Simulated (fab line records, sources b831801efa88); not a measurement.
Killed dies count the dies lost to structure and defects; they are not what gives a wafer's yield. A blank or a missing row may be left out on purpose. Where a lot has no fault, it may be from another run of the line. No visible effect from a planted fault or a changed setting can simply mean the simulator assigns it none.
Which tool did it? :: flow sky130 :: 6 lots with 18 wafers sampled at 2 steps, on a route of 708 steps

## WHAT THE GAUGES READ, wafer by wafer
SKY_NWELL_RS_MEAS_31: uses a four-point probe to measure.
lot: L533
measured: day 5 14:53
on: filmMetro-02
PWDE_RS (ohm/sq): 5320 5292 5298

lot: L537
measured: day 6 16:14
on: filmMetro-02
PWDE_RS (ohm/sq): 5240 5252 5280

lot: L543
measured: day 8 03:44
on: filmMetro-01
PWDE_RS (ohm/sq): 5283 5293 5283

lot: L549
measured: day 9 13:44
on: filmMetro-04
PWDE_RS (ohm/sq): 5255 5268 5285

lot: L552
measured: day 10 08:34
on: filmMetro-04
PWDE_RS (ohm/sq): 5284 5287 5272

lot: L554
measured: day 10 20:46
on: filmMetro-01
PWDE_RS (ohm/sq): 5265 5265 5280

## EACH LOT AND THE TOOL THAT RAN IT (in order: tool; ch and the chambers of the sampled wafers; start)
lot: L533
SKY_PWDE_STRIP_09: plasmaAsher-04 ch 0,1, day 4 01:39

lot: L537
SKY_PWDE_STRIP_09: plasmaAsher-03 ch 0,1, day 5 01:40

lot: L543
SKY_PWDE_STRIP_09: plasmaAsher-03 ch 0,1, day 6 10:08

lot: L549
SKY_PWDE_STRIP_09: plasmaAsher-04 ch 0,1, day 7 18:41

lot: L552
SKY_PWDE_STRIP_09: plasmaAsher-01 ch 0,1, day 8 12:31

lot: L554
SKY_PWDE_STRIP_09: plasmaAsher-01 ch 0,1, day 8 23:47
- SKY_PWDE_STRIP_09: strips in O2/N2.

## THE ANSWER, worked out from the rows above alone
Rule: the usual values come from the lots themselves. The widest of any qualifying gaps counts: lots, ordered by their means at a reading, are off when they make up no more than a third of the lots, leave a main group of 4 or more, and stand apart from it by 3 or more times the standard deviation of that group's means. The tables above print the reading to a certain number of digits; a main group whose means all agree to those digits is not used. A lot without any number at a reading at which 4 lots or more have one is off too. Where the step has rows for the other lots, those lots are counted as sound.
Nothing can be told from this: no lot is off at any reading shown.

## WHAT THE SIMULATOR PUT IN
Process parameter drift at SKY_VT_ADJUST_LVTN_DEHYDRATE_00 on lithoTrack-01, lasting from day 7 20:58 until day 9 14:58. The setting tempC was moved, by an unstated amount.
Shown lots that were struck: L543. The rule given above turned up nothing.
